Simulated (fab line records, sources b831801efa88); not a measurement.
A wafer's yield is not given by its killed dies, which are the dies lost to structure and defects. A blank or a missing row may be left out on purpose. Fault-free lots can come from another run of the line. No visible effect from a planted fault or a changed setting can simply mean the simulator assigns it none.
Which tool was responsible? ; flow gf180mcu ; 42 wafers from 14 lots sampled at 3 of the route's 602 steps

## WHAT THE GAUGES READ, wafer by wafer
GF_V1_THK_MEAS_25: measures by xrf.
lot;measured;on;V1_W_THK (nm)
L540;day 17 17:58;film_metro-02;339 341 336
L542;day 19 18:44;film_metro-02;347 348 346
L543;day 20 01:30;film_metro-02;346 345 344
L544;day 20 03:21;film_metro-02;339 347 344
L546;day 20 11:11;film_metro-01;353 352 360
L549;day 21 20:36;film_metro-02;361 360 358
L550;day 22 08:19;film_metro-02;358 360 356
L556;day 24 05:07;film_metro-01;356 355 354
L558;day 24 17:36;film_metro-02;367 353 359
L559;day 25 00:50;film_metro-04;341 342 341
L560;day 25 09:53;film_metro-01;338 344 337
L561;day 25 14:12;film_metro-04;339 336 337
L562;day 25 21:31;film_metro-02;352 357 352
L563;day 26 06:41;film_metro-01;351 346 357

GF_M2_CD_MEAS_14: the cd target is 280 nm.
lot;measured;on;cd_nm (nm)
L540;day 18 16:44;cd_sem-02;278.6 277.6 277.5
L542;day 20 18:47;cd_sem-01;279.8 280.1 279.1
L543;day 21 00:50;cd_sem-01;279.4 279.1 279.2
L544;day 21 01:56;cd_sem-02;280.6 280.8 282.4
L546;day 21 11:13;cd_sem-01;281.8 279.9 280.6
L549;day 22 19:59;cd_sem-01;280.0 280.1 281.4
L550;day 23 07:43;cd_sem-02;279.5 280.5 281.0
L556;day 25 03:00;cd_sem-02;280.9 281.1 281.7
L558;day 25 16:07;cd_sem-01;282.8 280.6 282.9
L559;day 25 22:57;cd_sem-01;281.5 281.3 281.1
L560;day 26 07:00;cd_sem-02;281.2 282.1 281.6
L561;day 26 11:20;cd_sem-01;279.4 280.4 279.6
L562;day 26 18:39;cd_sem-02;278.5 278.3 279.9
L563;day 27 02:53;cd_sem-01;279.5 278.9 279.6

## WHAT TOOL EACH LOT RAN ON (gives the tool, then ch and the chambers of the sampled wafers, and finally the start)
lot;GF_M2_SPUTTER_01
L540;pvd_sputter-03, day 17 18:25
L542;pvd_sputter-02, day 19 19:11
L543;pvd_sputter-03, day 20 01:58
L544;pvd_sputter-03, day 20 03:49
L546;pvd_sputter-01, day 20 11:38
L549;pvd_sputter-01, day 21 21:04
L550;pvd_sputter-03, day 22 08:46
L556;pvd_sputter-02, day 24 05:34
L558;pvd_sputter-03, day 24 18:04
L559;pvd_sputter-01, day 25 01:16
L560;pvd_sputter-01, day 25 10:20
L561;pvd_sputter-02, day 25 14:40
L562;pvd_sputter-02, day 25 21:58
L563;pvd_sputter-01, day 26 07:09
- GF_M2_SPUTTER_01: material TiN, target thk 30 nm, time 25 s.

## AS READ BY THE TOOLS THEMSELVES (means over the sampled wafers that have a number; for cases with no such wafer, the mark the record gives instead)
GF_M2_SPUTTER_01.
lot;tool;throttle_valve_pct (%)
L540;pvd_sputter-03;31.1
L542;pvd_sputter-02;29.7
L543;pvd_sputter-03;30.7
L544;pvd_sputter-03;30.4
L546;pvd_sputter-01;30.0
L549;pvd_sputter-01;29.8
L550;pvd_sputter-03;30.7
L556;pvd_sputter-02;30.0
L558;pvd_sputter-03;30.9
L559;pvd_sputter-01;29.8
L560;pvd_sputter-01;29.9
L561;pvd_sputter-02;30.0
L562;pvd_sputter-02;29.2
L563;pvd_sputter-01;30.0

## THE ANSWER, worked out from the rows above alone
Rule: usual is defined by the lots themselves. Put in order of their means at a reading, lots are off if they are a third of the lots or fewer, leave a main group of 4 or more, and stand apart from it by a gap of 3 or more times the standard deviation of the main group's means; of several such gaps the widest counts. If all means in a main group match to the digits the tables above print for the reading, that group is not used. A lot without any number at a reading at which 4 lots or more have one is off too. Any other lot the step has rows for is counted as sound. First the gauges in route order, then the tools' own readings, where a lot's mean is used as printed above. The first step at which some lot is off is used, and at that step the reading that is off furthest; a lot without a number counts as furthest.
No lot is off at any reading shown: from this, nothing can be told.

## WHAT THE SIMULATOR HAD PUT IN
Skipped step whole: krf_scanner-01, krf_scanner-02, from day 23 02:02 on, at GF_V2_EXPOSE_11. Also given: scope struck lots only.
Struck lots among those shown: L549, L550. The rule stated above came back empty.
